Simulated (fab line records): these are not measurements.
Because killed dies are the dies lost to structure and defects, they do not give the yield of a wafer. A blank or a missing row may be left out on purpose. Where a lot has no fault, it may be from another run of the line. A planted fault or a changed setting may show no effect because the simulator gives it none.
Which of the tools did it? / flow sky130 / Sampling: 12 lots, 36 wafers, 2 of 708 route steps

WHAT THE GAUGES SHOWED, per wafer
SKY_POLY_GATE_OVL_MEAS_14. Usual: POLY_GATE_OVL gives 3 nm (standard deviation 6.8).
lot=L614; measured=day 16 10:52; on=overlay-02; POLY_GATE_OVL (nm)=-3 -7 -5; flag=
lot=L618; measured=day 18 00:31; on=overlay-02; POLY_GATE_OVL (nm)=-5 4 3; flag=
lot=L619; measured=day 18 07:25; on=overlay-02; POLY_GATE_OVL (nm)=-5 -5 3; flag=
lot=L621; measured=day 19 07:03; on=overlay-01; POLY_GATE_OVL (nm)=4 9 -4; flag=
lot=L627; measured=day 22 06:55; on=overlay-02; POLY_GATE_OVL (nm)=10 7 15; flag=
lot=L626; measured=day 22 08:02; on=overlay-01; POLY_GATE_OVL (nm)=4 -1 9; flag=
lot=L628; measured=day 22 14:19; on=overlay-01; POLY_GATE_OVL (nm)=5 6 4; flag=
lot=L629; measured=day 23 00:07; on=overlay-01; POLY_GATE_OVL (nm)=3 10 8; flag=
lot=L630; measured=day 23 04:10; on=overlay-01; POLY_GATE_OVL (nm)=5 9 -3; flag=
lot=L632; measured=day 23 14:41; on=overlay-02; POLY_GATE_OVL (nm)=8 0 3; flag=
lot=L635; measured=day 24 11:45; on=overlay-01; POLY_GATE_OVL (nm)=-9 -2 -6; flag=
lot=L636; measured=day 24 17:58; on=overlay-02; POLY_GATE_OVL (nm)=-3 2 7; flag=

SKY_POLY_GATE_THK_MEAS_21. Usual: POLY_GATE_OXIDATION_THK gives 4.02 nm (standard deviation 0.082).
lot=L614; measured=day 16 12:34; on=filmMetro-04; POLY_GATE_OXIDATION_THK (nm)=4.16 4.16 4.16; flag=
lot=L618; measured=day 18 02:32; on=filmMetro-01; POLY_GATE_OXIDATION_THK (nm)=3.96 4.03 3.88; flag=
lot=L619; measured=day 18 09:13; on=filmMetro-02; POLY_GATE_OXIDATION_THK (nm)=3.95 3.97 3.86; flag=
lot=L621; measured=day 19 09:35; on=filmMetro-02; POLY_GATE_OXIDATION_THK (nm)=3.94 4.05 3.93; flag=
lot=L627; measured=day 22 08:36; on=filmMetro-04; POLY_GATE_OXIDATION_THK (nm)=3.97 4.04 4.09; flag=
lot=L626; measured=day 22 09:43; on=filmMetro-02; POLY_GATE_OXIDATION_THK (nm)=4.11 4.09 4.14; flag=
lot=L628; measured=day 22 15:59; on=filmMetro-01; POLY_GATE_OXIDATION_THK (nm)=4.02 3.99 4.07; flag=
lot=L629; measured=day 23 01:47; on=filmMetro-04; POLY_GATE_OXIDATION_THK (nm)=3.97 4.01 4.06; flag=
lot=L630; measured=day 23 05:50; on=filmMetro-02; POLY_GATE_OXIDATION_THK (nm)=3.98 4.00 4.03; flag=
lot=L632; measured=day 23 16:22; on=filmMetro-01; POLY_GATE_OXIDATION_THK (nm)=4.10 4.10 4.19; flag=
lot=L635; measured=day 24 13:25; on=filmMetro-02; POLY_GATE_OXIDATION_THK (nm)=4.04 4.08 4.06; flag=
lot=L636; measured=day 24 19:39; on=filmMetro-04; POLY_GATE_OXIDATION_THK (nm)=4.03 4.13 4.03; flag=

WHICH TOOL RAN EACH LOT (tool, then ch and the chambers of the sampled wafers, then the start)
The record holds no process step before these readings.

WHAT THE TOOLS THEMSELVES READ (means of the sampled wafers that have a number; where no wafer has one, the mark that the record gives instead)
The record holds no such reading with a usual standard deviation.

THE ANSWER, worked out from the rows above alone
Rule: a lot counts as off when the mean over its wafers that have a number is more than 3 standard deviations away from the usual mean. A lot without any number at a reading at which 4 lots or more have one is off too. All remaining lots with rows at the step are treated as sound. The gauges are gone through in route order, then the tools' own readings, and for those a lot's mean is taken as printed above. At the first step where some lot is off, the reading lying furthest off is the one used; lots without a number count as furthest.
No lot is off at any reading shown: from this, nothing can be told.

WHAT THE SIMULATOR HAD INSERTED
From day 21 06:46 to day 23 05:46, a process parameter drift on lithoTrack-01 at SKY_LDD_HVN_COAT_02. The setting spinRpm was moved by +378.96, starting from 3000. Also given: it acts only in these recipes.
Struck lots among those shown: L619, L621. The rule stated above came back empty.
